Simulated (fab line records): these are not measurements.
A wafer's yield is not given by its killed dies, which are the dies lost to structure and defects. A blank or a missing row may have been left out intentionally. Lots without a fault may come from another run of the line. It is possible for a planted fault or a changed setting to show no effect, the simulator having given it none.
A lot that was struck, set against a sound lot | flow sky130 | 16 out of 708 route steps
Sound: these wafers, L427.3, L427.5, L427.6. Struck: wafers L424.5, L424.6. (L424.3 of the same lot was not struck and is left out.) The cause comes at the end.
For every step that has rows: the tool of each side, followed by ch and its chambers, followed by its first start. Under that, the readings that differ: sound wafers | struck wafers | difference of the means | sigmas: that difference in standard deviations of wafers without a fault.
alike: readings with means less than 2 such deviations apart, plus words and numbers identical on both sides. not compared: withheld readings, readings lacking a value on some wafer, bounds such as >300 that could conceal the same value, and numbers that have no deviation in the record and whose values overlap.
The two part at a step that has a row with sigmas, a row that says differs or no value, or rows on one side only. Numbers that have no deviation but don't overlap get no sigmas and don't part them. A reading that every wafer of one side lacks parts them only if that side has two wafers or more.

first, 3 steps without rows for these wafers: SKY_METAL1_EXPOSE_12 (exposes mask MM1, target cd 140 nm); SKY_METAL1_PEB_13; SKY_METAL1_DEVELOP_14 (develop time 60 s).
SKY_METAL1_CD_MEAS_15: the cd target is 140 nm.
  sound on cd_sem-02, day 39 16:49; struck on cd_sem-01, day 38 18:47
  alike: cd_nm
SKY_METAL1_OVL_MEAS_16:
  sound on overlay-02, day 39 16:55; struck on overlay-01, day 38 18:52
  alike: METAL1_OVL
SKY_METAL1_DESCUM_17: chemistry O2, time 8 s.
  sound on rie_metal-02 ch 0, day 39 16:57; struck on rie_metal-02 ch 0,1, day 38 18:55
  alike: chamber_pressure_mTorr, drypump_motor_current_A, oes_product_au
  not compared: rf_hours_counter_h
SKY_METAL1_ETCH_18: etches BARC in N2/H2, stops on SiO2, time 45.9 s, target depth 60 nm.
  sound on rie_metal-02 ch 0, day 39 17:02; struck on rie_metal-02 ch 0,1, day 38 18:57
  alike: chamber_pressure_mTorr, drypump_motor_current_A, n2_flow_sccm, oes_product_au, throttle_valve_pct
  not compared: rf_hours_counter_h
SKY_METAL1_METAL_ETCH_19: etches the open film in Cl2/BCl3, stops on SiO2, target depth 360 nm, time 78 s.
  sound on rie_metal-02 ch 0, day 39 17:11; struck on rie_metal-02 ch 0,1, day 38 19:01
  alike: chamber_pressure_mTorr, drypump_motor_current_A, oes_product_au, throttle_valve_pct
  not compared: rf_hours_counter_h
SKY_METAL1_STRIP_20: strips in O2/N2.
  sound on plasma_asher-01 ch 0,1, day 39 17:20; struck on plasma_asher-01 ch 0,1, day 38 19:07
  alike: chamber_pressure_mTorr, drypump_motor_current_A, n2_flow_sccm, oes_product_au, strip_time_to_endpoint_s
  not compared: rf_hours_counter_h
then, 3 steps without rows for these wafers: SKY_METAL1_STRIP_21 (strips in post etch residue remover, time 1200 s); SKY_METAL1_CLEAN_22 (cleans in IPA, time 180 s); SKY_METAL1_CLEAN_23 (cleans in O3/DIW).
SKY_VIA1_HDPCVD_00: deposits SiO2, target thk 1030 nm, time 171.7 s.
  sound on hdpcvd-01 ch 0,1, day 39 17:55; struck on hdpcvd-02 ch 0,1, day 38 19:41
  reading                                  | sound             | struck      | difference | sigmas
  run_length_s (s)                         | 198.4 198.7 199.0 | 246.4 245.6 | +47.3      | +99 or more
  model.SiO2_of_VIA1_HDPCVD_00.thk_nm (nm) | 1035 1042 1033    | 1324 1316   | +283       |
  alike: susceptor_temp_C
SKY_VIA1_THK_MEAS_01:
  sound on film_metro-04, day 39 18:03; struck on film_metro-02, day 38 19:49
  reading              | sound          | struck    | difference | sigmas
  VIA1_HDPCVD_THK (nm) | 1035 1042 1034 | 1324 1316 | +283       | +24
SKY_VIA1_CMP_02: polishes SiO2.
  sound on cmp-01 ch 0,3, day 39 18:08; struck on cmp-01 ch 1,2, day 38 19:51
  reading            | sound             | struck      | difference | sigmas
  slurry_flow_ml_min | 150.3 149.6 149.8 | 150.6 151.3 | +1.0       | +2
  alike: motor_current_A
-- the record jumps here: 11 days lie between the struck wafers' starts before and after (it left off in module VIA1 and takes up again in module PAD_OPEN, whose first step shown is number 708 of the route) --
SKY_PAD_OPEN_PROBE_99:
  sound on prober-02, day 50 21:14; struck on prober-02, day 50 05:41
  reading            | sound    | struck | difference | sigmas
  killed_at_contacts | 20 22 23 | 32 36  | +12        | +2
  alike: defect_limited_yield, killed_at_M0_to_M3, killed_at_M4_up, killed_at_front_end, killed_at_other, killed_dies, killed_open, killed_short, sort_bin_3_pad_short, sort_bin_5_function, sort_bin_6_memory, sort_n_pass, sort_yield_pct

## WHERE THEY PART
At SKY_VIA1_HDPCVD_00 first; at SKY_PAD_OPEN_PROBE_99 last (within this record only).

WHY: what had been put in by the simulator
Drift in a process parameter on hdpcvd-02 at SKY_VIA1_HDPCVD_00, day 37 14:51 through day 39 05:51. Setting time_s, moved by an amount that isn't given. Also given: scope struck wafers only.
